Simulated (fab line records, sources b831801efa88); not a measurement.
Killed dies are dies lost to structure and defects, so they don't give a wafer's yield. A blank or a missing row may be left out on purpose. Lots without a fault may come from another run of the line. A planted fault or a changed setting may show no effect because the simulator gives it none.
Which tool did it? | flow gf180mcu | 6 lots, 18 wafers sampled, at 2 steps of a route of 602

WHAT THE GAUGES READ, wafer by wafer
GF_LVPWELL_TW_MEAS_11.
lot  | measured    | on            | LVPWELL_TW
L671 | day 4 13:01 | film_metro-02 | 568.6 566.4 565.5
L676 | day 5 19:46 | film_metro-01 | 565.9 564.9 564.2
L678 | day 6 04:46 | film_metro-02 | 563.5 562.7 565.2
L681 | day 6 22:46 | film_metro-03 | 570.6 565.7 570.2
L686 | day 8 01:20 | film_metro-01 | 561.6 562.2 560.5
L690 | day 9 01:40 | film_metro-02 | 562.5 566.2 565.1

WHICH TOOL RAN EACH LOT (tool, then ch and the chambers of the sampled wafers, then the start)
lot  | GF_LVPWELL_IMPLANT_08
L671 | implanter-02 ch 0, day 4 12:40
L676 | implanter-02 ch 0, day 5 19:24
L678 | implanter-03 ch 0, day 6 04:22
L681 | implanter-04 ch 0, day 6 22:25
L686 | implanter-03 ch 0, day 8 00:58
L690 | implanter-02 ch 0, day 9 01:16
- GF_LVPWELL_IMPLANT_08

THE ANSWER, worked out from the rows above alone
Rule: what is usual is taken from the lots themselves. Put in order of their means at a reading, lots are off if they are a third of the lots or fewer, leave a main group of 4 or more, and stand apart from it by a gap of 3 or more times the standard deviation of the main group's means; of several such gaps the widest counts. A main group whose means are all the same, to the digits that the tables above print for the reading, isn't used. A lot without any number at a reading at which 4 lots or more have one is off too. The other lots that the step has rows for count as sound.
No lot is off at any reading shown: from this, nothing can be told.

WHAT THE SIMULATOR HAD PUT IN
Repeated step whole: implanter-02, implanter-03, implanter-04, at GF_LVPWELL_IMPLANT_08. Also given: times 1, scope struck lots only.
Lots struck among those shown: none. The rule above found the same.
